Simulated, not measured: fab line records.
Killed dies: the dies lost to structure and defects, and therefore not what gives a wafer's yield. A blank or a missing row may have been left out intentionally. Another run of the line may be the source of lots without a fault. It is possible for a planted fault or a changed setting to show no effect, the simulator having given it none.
Chamber matching :: flow gf180mcu :: 3 sister chambers for GF_MIM_CVD_05 on pecvd-01
The step deposits Si3N4, target thk 42 nm, time 29.086 s. 6 wafers are shown with their chamber, then 7 later ones without.

WAFERS, EACH WITH ITS CHAMBER
wafer: L654.4
chamber: 1
heaterPowerW (W): 587
heaterPowerOuterW (W): 325

wafer: L654.6
chamber: 0
heaterPowerW (W): 542
heaterPowerOuterW (W): 324

wafer: L655.3
chamber: 2
heaterPowerW (W): 854
heaterPowerOuterW (W): 495

wafer: L655.5
chamber: 0
heaterPowerW (W): 576
heaterPowerOuterW (W): 360

wafer: L658.2
chamber: 1
heaterPowerW (W): 571
heaterPowerOuterW (W): 309

wafer: L658.3
chamber: 2
heaterPowerW (W): 864
heaterPowerOuterW (W): 516

WAFERS WITH NO CHAMBER GIVEN
wafer: L658.6
heaterPowerW (W): 548
heaterPowerOuterW (W): 356

wafer: L659.1
heaterPowerW (W): 662
heaterPowerOuterW (W): 377

wafer: L659.4
heaterPowerW (W): 791
heaterPowerOuterW (W): 461

wafer: L659.6
heaterPowerW (W): 677
heaterPowerOuterW (W): 379

wafer: L661.2
heaterPowerW (W): 685
heaterPowerOuterW (W): 380

wafer: L661.3
heaterPowerW (W): 567
heaterPowerOuterW (W): 360

wafer: L661.4
heaterPowerW (W): 841
heaterPowerOuterW (W): 506

WHICH CHAMBER EACH WENT THROUGH
wafer: L658.6
from the rows above: can't be placed: 0 or 1
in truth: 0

wafer: L659.1
from the rows above: can't be placed: 1 or 0
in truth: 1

wafer: L659.4
from the rows above: 2
in truth: 2

wafer: L659.6
from the rows above: can't be placed: 1 or 0
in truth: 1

wafer: L661.2
from the rows above: can't be placed: 1 or 0
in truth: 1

wafer: L661.3
from the rows above: can't be placed: 0 or 1
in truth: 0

wafer: L661.4
from the rows above: 2
in truth: 2
2 of 7 placed correctly. These rows do not allow placing 5 (true chamber among the candidates in 5). Wrongly placed: 0.
How it was worked out, from the rows above alone: a wafer's distance from a chamber is the root of the sum, over the readings, of the square of ((its reading less the chamber's mean) divided by the reading's scatter). If the next closest chamber is less than 2 further off than the closest, the wafer can't be placed; otherwise it belongs to the closest. A chamber's mean is the mean of its shown wafers. The scatter: the root of (the sum of the squares of (reading less its chamber's mean) over the shown wafers, divided by (wafers less chambers)).
